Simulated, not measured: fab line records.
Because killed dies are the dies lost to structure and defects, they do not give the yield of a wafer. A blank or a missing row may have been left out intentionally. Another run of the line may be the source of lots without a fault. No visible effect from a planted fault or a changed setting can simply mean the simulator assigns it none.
The tool behind it: which one? | flow gf180mcu | 12 lots, 36 wafers sampled, at 4 steps of a route of 602

== WHAT EACH GAUGE READ, for each wafer ==
GF_PASSIVATION_THK_MEAS_03.
lot  | measured     | on            | PASSIVATION_CVD_02_THK (nm)
L634 | day 29 19:57 | film-metro-02 | 687 690 709
L635 | day 29 21:15 | film-metro-02 | 703 716 699
L636 | day 30 00:44 | film-metro-04 | 703 697 699
L638 | day 30 20:04 | film-metro-04 | 697 689 708
L639 | day 30 23:05 | film-metro-04 | 687 713 701
L640 | day 31 05:24 | film-metro-02 | 691 702 691
L641 | day 31 14:04 | film-metro-02 | 710 719 694
L642 | day 31 20:08 | film-metro-04 | 696 685 714
L649 | day 33 16:02 | film-metro-02 | 686 703 694
L650 | day 33 22:32 | film-metro-02 | 689 700 728
L651 | day 34 09:28 | film-metro-02 | 682 690 695
L653 | day 34 13:41 | film-metro-04 | 692 696 704

== WHICH TOOL RAN EACH LOT (tool, then ch and the chambers of the sampled wafers, then the start) ==
lot  | GF_V2_CVD_23                  | GF_V5_CMP_26                  | GF_TOP_METAL_METAL_ETCH_16
L634 | cvd-w-01 ch 0,1, day 22 05:08 | cmp-01 ch 0,1,2, day 28 22:47 | rie-metal-03 ch 0, day 29 18:34
L635 | cvd-w-02 ch 0,1, day 22 05:50 | cmp-02 ch 0,1,2, day 29 00:06 | rie-metal-01 ch 1, day 29 19:58
L636 | cvd-w-01 ch 0,1, day 22 12:03 | cmp-01 ch 1,2,3, day 29 03:53 | rie-metal-03 ch 0, day 29 23:23
L638 | cvd-w-02 ch 0,1, day 23 11:34 | cmp-02 ch 1,2,3, day 29 23:30 | rie-metal-01 ch 0, day 30 18:40
L639 | cvd-w-01 ch 0,1, day 23 14:44 | cmp-02 ch 1,2, day 30 02:42   | rie-metal-01 ch 0, day 30 21:41
L640 | cvd-w-01 ch 0,1, day 23 23:01 | cmp-02 ch 0,1, day 30 09:59   | rie-metal-04 ch 0, day 31 04:10
L641 | cvd-w-01 ch 1, day 24 10:41   | cmp-02 ch 0,1,3, day 30 18:28 | rie-metal-03 ch 0, day 31 12:53
L642 | cvd-w-02 ch 0,1, day 24 16:16 | cmp-01 ch 0,1,3, day 31 00:07 | rie-metal-01 ch 0,1, day 31 18:59
L649 | cvd-w-01 ch 0,1, day 27 02:07 | cmp-01 ch 0,1,3, day 32 22:30 | rie-metal-01 ch 0,1, day 33 14:53
L650 | cvd-w-01 ch 0,1, day 27 10:56 | cmp-01 ch 0,2, day 33 05:30   | rie-metal-03 ch 0,1, day 33 21:23
L651 | cvd-w-02 ch 0,1, day 27 22:48 | cmp-01 ch 0,3, day 33 15:50   | rie-metal-01 ch 0,1, day 34 08:19
L653 | cvd-w-02 ch 0,1, day 28 05:28 | cmp-02 ch 0,2, day 33 20:25   | rie-metal-01 ch 0,1, day 34 12:32
- GF_V2_CVD_23: deposits W, target thk 350 nm, time 104.94 s.
- GF_V5_CMP_26: polishes, stops on SiO2, t overpolish 15 s, target thk 0 nm.
- GF_TOP_METAL_METAL_ETCH_16: etches the open film in Cl2/BCl3, stops on SiO2, target depth 1197 nm, time 199.5 s.

== WHAT THE TOOLS THEMSELVES READ (means of the sampled wafers that have a number; where no wafer has one, the mark that the record gives instead) ==
GF_V2_CVD_23.
lot  | tool     | heater-power-outer-w (W) | heater-power-w (W)
L634 | cvd-w-01 | 511                      | 883
L635 | cvd-w-02 | 572                      | 930
L636 | cvd-w-01 | 538                      | 904
L638 | cvd-w-02 | 587                      | 910
L639 | cvd-w-01 | 505                      | 894
L640 | cvd-w-01 | 515                      | 887
L641 | cvd-w-01 | 483                      | 864
L642 | cvd-w-02 | 596                      | 931
L649 | cvd-w-01 | 552                      | 919
L650 | cvd-w-01 | 512                      | 897
L651 | cvd-w-02 | 578                      | 948
L653 | cvd-w-02 | 579                      | 938

GF_V5_CMP_26.
lot  | tool   | motor-current-A (A) | overpolish-run-s (s) | time-to-endpoint-s (s)
L634 | cmp-01 | 11.7                | 14.998               | 80.1
L635 | cmp-02 | 10.6                | 15.006               | 83.5
L636 | cmp-01 | 11.0                | 14.995               | 83.0
L638 | cmp-02 | 11.2                | 15.010               | 84.4
L639 | cmp-02 | 11.4                | 15.002               | 81.4
L640 | cmp-02 | 9.3                 | 15.005               | 86.1
L641 | cmp-02 | 10.4                | 15.002               | 85.2
L642 | cmp-01 | 10.8                | 15.000               | 82.0
L649 | cmp-01 | 10.5                | 15.003               | 82.9
L650 | cmp-01 | 11.6                | 14.998               | 80.7
L651 | cmp-01 | 10.5                | 15.007               | 85.5
L653 | cmp-02 | 10.6                | 14.991               | 84.5

GF_TOP_METAL_METAL_ETCH_16.
lot  | tool         | drypump-motor-current-A (A) | oes-product-au (a.u.) | throttle-valve-pct (%)
L634 | rie-metal-03 | 5.86                        | 0.993                 | 28.227
L635 | rie-metal-01 | 6.55                        | 0.986                 | 28.232
L636 | rie-metal-03 | 5.87                        | 0.987                 | 28.229
L638 | rie-metal-01 | 6.11                        | 0.999                 | 28.228
L639 | rie-metal-01 | 6.09                        | 0.997                 | 28.222
L640 | rie-metal-04 | 6.03                        | 0.980                 | 28.239
L641 | rie-metal-03 | 5.86                        | 0.988                 | 28.234
L642 | rie-metal-01 | 6.39                        | 0.993                 | 28.238
L649 | rie-metal-01 | 6.41                        | 0.990                 | 28.237
L650 | rie-metal-03 | 5.82                        | 0.997                 | 28.220
L651 | rie-metal-01 | 6.26                        | 0.997                 | 28.219
L653 | rie-metal-01 | 6.40                        | 0.986                 | 28.234

== THE ANSWER, worked out from the rows above alone ==
Rule: the usual values come from the lots themselves. The widest of any qualifying gaps counts: lots, ordered by their means at a reading, are off when they make up no more than a third of the lots, leave a main group of 4 or more, and stand apart from it by 3 or more times the standard deviation of that group's means. Not used: any main group whose means are identical at the precision the tables above print for the reading. Also off: a lot with no number at a reading for which 4 or more lots have one. Any other lot the step has rows for is counted as sound. After the gauges, taken in route order, come the tools' own readings; for these a lot's mean is taken, as printed above. At the first step where some lot is off, the reading lying furthest off is the one used; lots without a number count as furthest.
None of the lots is off at any reading shown; this tells nothing.

== WHAT THE SIMULATOR HAD PUT IN ==
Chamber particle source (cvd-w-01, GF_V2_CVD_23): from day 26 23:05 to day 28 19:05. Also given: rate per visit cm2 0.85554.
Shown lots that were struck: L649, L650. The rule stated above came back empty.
